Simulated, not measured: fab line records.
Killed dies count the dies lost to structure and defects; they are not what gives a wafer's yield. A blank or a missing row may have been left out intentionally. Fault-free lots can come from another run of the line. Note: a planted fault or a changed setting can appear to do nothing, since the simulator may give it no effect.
Which of the tools did it? + flow gf180mcu + 13 lots, 39 wafers sampled, at 5 steps of a route of 602

WHAT EACH GAUGE READ, for each wafer
GF_STI_CD_MEAS_12: target cd 220 nm.
| lot  | measured    | on       | cdNm (nm)         |
|------|-------------|----------|-------------------|
| L849 | day 2 00:32 | cdSem-02 | 220.4 220.3 220.9 |
| L852 | day 2 17:05 | cdSem-01 | 221.3 221.9 220.7 |
| L853 | day 2 22:23 | cdSem-02 | 219.2 219.6 219.0 |
| L854 | day 3 04:07 | cdSem-02 | 220.9 222.0 221.6 |
| L855 | day 3 08:17 | cdSem-02 | 220.6 219.3 219.5 |
| L856 | day 3 13:25 | cdSem-01 | 221.4 221.3 221.9 |
| L857 | day 3 18:34 | cdSem-01 | 220.9 220.5 221.4 |
| L858 | day 3 23:50 | cdSem-01 | 220.7 222.0 220.3 |
| L863 | day 5 01:47 | cdSem-02 | 219.5 220.3 220.7 |
| L865 | day 5 11:34 | cdSem-01 | 217.5 224.3 223.1 |
| L867 | day 5 21:41 | cdSem-02 | 224.1 223.9 219.4 |
| L868 | day 6 04:13 | cdSem-01 | 217.2 218.5 223.7 |
| L872 | day 7 01:08 | cdSem-01 | 218.1 219.5 220.5 |

GF_VT_IMPLANT_TW_MEAS_43.
| lot  | measured     | on           | VT_IMPLANT_4_TW |
|------|--------------|--------------|-----------------|
| L849 | day 7 13:04  | filmMetro-04 | 694 693 693     |
| L852 | day 8 11:14  | filmMetro-02 | 691 687 691     |
| L853 | day 8 17:55  | filmMetro-02 | 694 689 693     |
| L854 | day 9 02:15  | filmMetro-04 | 695 692 691     |
| L855 | day 9 09:58  | filmMetro-02 | 685 689 685     |
| L856 | day 9 13:48  | filmMetro-03 | 694 692 695     |
| L857 | day 9 18:58  | filmMetro-04 | 691 698 696     |
| L858 | day 10 04:43 | filmMetro-03 | 691 694 692     |
| L863 | day 11 14:07 | filmMetro-03 | 692 691 688     |
| L865 | day 12 01:15 | filmMetro-02 | 689 691 692     |
| L867 | day 12 19:37 | filmMetro-02 | 689 686 689     |
| L868 | day 13 02:54 | filmMetro-04 | 700 702 701     |
| L872 | day 14 08:49 | filmMetro-03 | 684 687 688     |

GF_VT_IMPLANT_RS_MEAS_48: uses a four-point probe to measure.
| lot  | measured     | on           | LVPWELL_RS (ohm/sq)  |
|------|--------------|--------------|----------------------|
| L849 | day 7 13:34  | filmMetro-01 | 1196.2 1196.1 1197.7 |
| L852 | day 8 11:44  | filmMetro-02 | 1198.9 1195.8 1194.2 |
| L853 | day 8 18:23  | filmMetro-04 | 1194.4 1193.0 1198.1 |
| L854 | day 9 02:42  | filmMetro-04 | 1198.4 1199.9 1199.1 |
| L855 | day 9 10:30  | filmMetro-04 | 1192.5 1192.8 1193.2 |
| L856 | day 9 14:15  | filmMetro-01 | 1198.2 1194.9 1197.0 |
| L857 | day 9 19:36  | filmMetro-04 | 1193.7 1193.7 1194.7 |
| L858 | day 10 05:11 | filmMetro-01 | 1189.4 1191.2 1191.6 |
| L863 | day 11 14:34 | filmMetro-04 | 1193.0 1191.8 1190.0 |
| L865 | day 12 01:42 | filmMetro-02 | 1199.1 1200.5 1201.1 |
| L867 | day 12 20:05 | filmMetro-04 | 1196.5 1194.1 1193.7 |
| L868 | day 13 03:21 | filmMetro-02 | 1194.0 1192.1 1191.4 |
| L872 | day 14 09:16 | filmMetro-04 | 1196.8 1200.6 1199.9 |

TOOL THAT RAN EACH LOT (tool first, then ch and the chambers of the sampled wafers, then the start)
| lot  | GF_STI_PEB_10                   | GF_NWELL_STRIP_10                  |
|------|---------------------------------|------------------------------------|
| L849 | lithoTrack-04 ch 0, day 2 00:12 | plasmaAsher-02 ch 0,1, day 3 07:06 |
| L852 | lithoTrack-04 ch 0, day 2 16:46 | plasmaAsher-03 ch 0,1, day 4 00:32 |
| L853 | lithoTrack-03 ch 0, day 2 22:03 | plasmaAsher-01 ch 0,1, day 4 06:00 |
| L854 | lithoTrack-03 ch 0, day 3 03:46 | plasmaAsher-02 ch 0,1, day 4 12:55 |
| L855 | lithoTrack-01 ch 0, day 3 07:56 | plasmaAsher-01 ch 0,1, day 4 19:12 |
| L856 | lithoTrack-01 ch 0, day 3 13:04 | plasmaAsher-02 ch 0,1, day 4 21:43 |
| L857 | lithoTrack-04 ch 0, day 3 18:14 | plasmaAsher-03 ch 0,1, day 5 03:29 |
| L858 | lithoTrack-03 ch 0, day 3 23:30 | plasmaAsher-03 ch 0,1, day 5 10:34 |
| L863 | lithoTrack-04 ch 0, day 5 01:27 | plasmaAsher-03 ch 0,1, day 6 13:22 |
| L865 | lithoTrack-04 ch 0, day 5 11:13 | plasmaAsher-03 ch 0,1, day 6 22:48 |
| L867 | lithoTrack-04 ch 0, day 5 21:17 | plasmaAsher-01 ch 0,1, day 7 12:29 |
| L868 | lithoTrack-04 ch 0, day 6 03:52 | plasmaAsher-03 ch 0,1, day 7 19:15 |
| L872 | lithoTrack-01 ch 0, day 7 00:47 | plasmaAsher-02 ch 0,1, day 8 19:36 |
- GF_STI_PEB_10: peb time 90 s.
- GF_NWELL_STRIP_10: strips in O2/N2.

AS READ BY THE TOOLS THEMSELVES (means over the sampled wafers that have a number; for cases with no such wafer, the mark the record gives instead)
GF_STI_PEB_10.
| lot  | tool          | heaterPowerTotalW (W) |
|------|---------------|-----------------------|
| L849 | lithoTrack-04 | 85.69                 |
| L852 | lithoTrack-04 | 85.68                 |
| L853 | lithoTrack-03 | 85.65                 |
| L854 | lithoTrack-03 | 85.73                 |
| L855 | lithoTrack-01 | 85.77                 |
| L856 | lithoTrack-01 | 85.69                 |
| L857 | lithoTrack-04 | 85.74                 |
| L858 | lithoTrack-03 | 85.65                 |
| L863 | lithoTrack-04 | 85.67                 |
| L865 | lithoTrack-04 | 89.62                 |
| L867 | lithoTrack-04 | 89.72                 |
| L868 | lithoTrack-04 | 87.75                 |
| L872 | lithoTrack-01 | 85.65                 |

GF_NWELL_STRIP_10.
| lot  | tool           | drypumpMotorCurrentA (A) | heaterPowerW (W) | n2FlowSccm (sccm) | oesProductAu (a.u.) | stripTimeToEndpointS (s) |
|------|----------------|--------------------------|------------------|-------------------|---------------------|--------------------------|
| L849 | plasmaAsher-02 | 5.3                      | 291              | 299.5             | 0.718               | 36.91                    |
| L852 | plasmaAsher-03 | 5.8                      | 321              | 300.4             | 0.722               | 36.81                    |
| L853 | plasmaAsher-01 | 5.4                      | 343              | 300.1             | 0.724               | 36.91                    |
| L854 | plasmaAsher-02 | 5.3                      | 289              | 300.4             | 0.717               | 36.83                    |
| L855 | plasmaAsher-01 | 5.4                      | 338              | 300.0             | 0.720               | 36.97                    |
| L856 | plasmaAsher-02 | 5.3                      | 298              | 300.3             | 0.722               | 36.90                    |
| L857 | plasmaAsher-03 | 5.9                      | 321              | 299.8             | 0.723               | 36.67                    |
| L858 | plasmaAsher-03 | 6.1                      | 327              | 300.5             | 0.719               | 36.80                    |
| L863 | plasmaAsher-03 | 6.1                      | 326              | 299.6             | 0.723               | 36.87                    |
| L865 | plasmaAsher-03 | 5.8                      | 321              | 300.0             | 0.722               | 36.92                    |
| L867 | plasmaAsher-01 | 5.4                      | 339              | 300.3             | 0.724               | 37.06                    |
| L868 | plasmaAsher-03 | 6.1                      | 321              | 298.2             | 0.719               | 37.12                    |
| L872 | plasmaAsher-02 | 5.3                      | 313              | 299.6             | 0.728               | 36.87                    |

THE ANSWER, worked out from the rows above alone
Rule: the usual values come from the lots themselves. Put in order of their means at a reading, lots are off if they are a third of the lots or fewer, leave a main group of 4 or more, and stand apart from it by a gap of 3 or more times the standard deviation of the main group's means; of several such gaps the widest counts. A main group is skipped when, at the precision printed for the reading in the tables above, its means are all equal. A lot without any number at a reading at which 4 lots or more have one is off too. Where the step has rows for the other lots, those lots are counted as sound. The gauges are gone through in route order, then the tools' own readings, and for those a lot's mean is taken as printed above. The first step at which some lot is off is used, and at that step the reading that is off furthest; a lot without a number counts as furthest.
Off: L865, L867, L868 (GF_STI_PEB_10, heaterPowerTotalW). Main group: mean 85.69 W, sd 0.04.
A tool fits if, at that step or a process step before it, it ran every lot that is off, and no sound lot after the first of them. One fits: lithoTrack-04 at GF_STI_PEB_10. Its last sound lot is L863 (day 5 01:27), its first lot that is off L865 (day 5 11:13): a fault that began between those two fits.
On the lots that are off, the tool's own readings at GF_STI_PEB_10 differ by more than 5 times the standard deviation of the sound lots' means, which bears it out; heaterPowerTotalW reads 89.03 W there versus 85.69 W on the sound lots.

WHAT WAS PUT IN BY THE SIMULATOR
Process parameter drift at GF_STI_PEB_10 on lithoTrack-04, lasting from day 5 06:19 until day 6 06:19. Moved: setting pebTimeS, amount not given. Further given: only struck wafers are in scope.
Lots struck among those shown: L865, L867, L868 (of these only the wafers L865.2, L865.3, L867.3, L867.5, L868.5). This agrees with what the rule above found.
